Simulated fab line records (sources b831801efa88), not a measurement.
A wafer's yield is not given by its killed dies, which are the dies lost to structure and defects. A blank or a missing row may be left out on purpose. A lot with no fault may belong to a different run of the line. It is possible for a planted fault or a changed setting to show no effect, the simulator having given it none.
A struck lot beside a sound one -- flow sky130 -- 30 steps out of a route of 708
Sound: wafers L522.2, L522.4, L522.5. The struck wafers were L540.1, L540.3, L540.6. The cause is named last.
Order at every step that has rows: each side's tool, ch and its chambers, its first start. Under that, the readings that differ: sound wafers -- struck wafers -- difference of the means -- sigmas: that difference in standard deviations of wafers without a fault.
alike: a reading whose means differ by less than 2 such deviations, as well as words and numbers matching on both sides. not compared: withheld readings; readings where some wafer has no value; bounds like >300 that might hide an equal value; numbers whose values overlap and for which the record gives no deviation.
The two part at a step that has a row with sigmas, a row that says differs or no value, or rows on one side only. Numbers that don't overlap but have no deviation are shown without sigmas and don't part them. A reading missing from all wafers of one side parts the sides only when that side holds two or more wafers.

SKY_PWDE_STRIP_09: strips in O2/N2.
  sound on plasma-asher-02 ch 0,1, day 3 22:29; struck on plasma-asher-01 ch 0,1, day 8 01:38
  alike: drypump-motor-current-A, o2-flow-sccm, oes-product-au, strip-time-to-endpoint-s
  not compared: rf-hours-counter-h
SKY_PWDE_TW_MEAS_10:
  sound on film-metro-03, day 3 22:36; struck on film-metro-02, day 8 01:44
reading,sound,struck,difference,sigmas
PWDE_TW,376.7 376.5 377.1,369.8 368.8 371.2,-6.8,-3
then, 7 steps without rows for these wafers: SKY_NWELL_DEHYDRATE_03 (time 60 s); SKY_NWELL_HMDS_04 (prime time 60 s); SKY_NWELL_COAT_05 (resist thk 3000 nm); SKY_NWELL_SOFTBAKE_06; SKY_NWELL_EXPOSE_07 (exposes mask NWM, target cd 840 nm); SKY_NWELL_PEB_08; SKY_NWELL_DEVELOP_09 (develop time 60 s).
SKY_NWELL_OVL_MEAS_10:
  sound on overlay-02, day 4 15:13; struck on overlay-02, day 8 23:01
  alike: NWELL_00_OVL
then, 2 steps without rows for these wafers: SKY_NWELL_IMPLANT_11; SKY_NWELL_IMPLANT_12.
SKY_NWELL_IMPLANT_13:
  sound on implanter-04 ch 0, day 4 15:34; struck on implanter-04 ch 0, day 8 23:40
SKY_NWELL_STRIP_14: strips in O2/N2.
  sound on plasma-asher-04 ch 0,1, day 4 15:41; struck on plasma-asher-01 ch 0, day 8 23:49
  alike: drypump-motor-current-A, o2-flow-sccm, oes-product-au, strip-time-to-endpoint-s
  not compared: rf-hours-counter-h
SKY_NWELL_TW_MEAS_15:
  sound on film-metro-03, day 4 15:48; struck on film-metro-02, day 8 23:55
  alike: NWELL_TW
then, 7 steps without rows for these wafers: SKY_NWELL_DEHYDRATE_16 (time 60 s); SKY_NWELL_HMDS_17 (prime time 60 s); SKY_NWELL_COAT_18 (resist thk 3000 nm); SKY_NWELL_SOFTBAKE_19; SKY_NWELL_EXPOSE_20 (exposes mask NWM COMPLEMENT, target cd 840 nm); SKY_NWELL_PEB_21; SKY_NWELL_DEVELOP_22 (develop time 60 s).
SKY_NWELL_OVL_MEAS_23:
  sound on overlay-02, day 5 09:03; struck on overlay-01, day 9 20:57
  alike: NWELL_01_OVL
next, for these wafers, 1 step has no rows: SKY_NWELL_IMPLANT_24.
SKY_NWELL_STRIP_25: strips in O2/N2.
  sound on plasma-asher-04 ch 0,1, day 5 09:14; struck on plasma-asher-03 ch 0,1, day 9 21:08
  alike: drypump-motor-current-A, o2-flow-sccm, oes-product-au, strip-time-to-endpoint-s
  not compared: rf-hours-counter-h
SKY_NWELL_TW_MEAS_26:
  sound on film-metro-02, day 5 09:20; struck on film-metro-02, day 9 21:14
  alike: NWELL_2_TW
then, 1 step without rows for these wafers: SKY_NWELL_CLEAN_27 (cleans in SC1/SC2, time 150 s).
SKY_NWELL_RTA_28: time 30 s.
  sound on rtp-anneal-02 ch 0, day 5 09:28; struck on rtp-anneal-02 ch 0, day 9 21:21
  alike: anneal-temp-c-max, chamber-o2-ppm, lamp-power-pct, ramp-up-c-per-s, wafer_temp_C_max
SKY_NWELL_RS_MEAS_29: a four-point-probe measurement.
  sound on film-metro-03, day 5 09:34; struck on film-metro-01, day 9 21:27
reading,sound,struck,difference,sigmas
NWELL_RS (ohm/sq),624.4 624.1 622.6,604.6 604.1 604.6,-19.3,-12
-- the record jumps here: 41 days lie between the struck wafers' starts before and after (it left off in module NWELL and takes up again in module PAD_OPEN, whose first step shown is number 708 of the route) --
SKY_PAD_OPEN_PROBE_99:
  sound on prober-01, day 46 01:49; struck on prober-01, day 50 11:16
reading,sound,struck,difference,sigmas
model.etest.pfet_16v.r-on-ohm-um,1.529e+04,1.567e+04 1.572e+04,+4.050e+02,
model.etest.pfet-g5v0d10v5.r-on-ohm-um,4703,5281 5186,+530,
model.etest.tip-p.rs-ohm-sq,6941,7200 7195,+256,
model.etest.tip_p_5v.rs-ohm-sq,2876,3016 2987,+126,
model.etest.pfet_01v8.r-on-ohm-um,2866,3070 3001,+170,
model.etest.pfet-g5v0d10v5.drive-ua-um,342.5,304.3 308.7,-36.0,
model.etest.pfet_01v8_lvt.drive-ua-um,179.9,150.8 152.9,-28.0,
  not compared: model.etest.nfet_16v.r-on-ohm-um

WHERE THEY PART
Last at SKY_NWELL_RS_MEAS_29 as far as this record goes, first at SKY_PWDE_TW_MEAS_10.

WHY: what the simulator had put in
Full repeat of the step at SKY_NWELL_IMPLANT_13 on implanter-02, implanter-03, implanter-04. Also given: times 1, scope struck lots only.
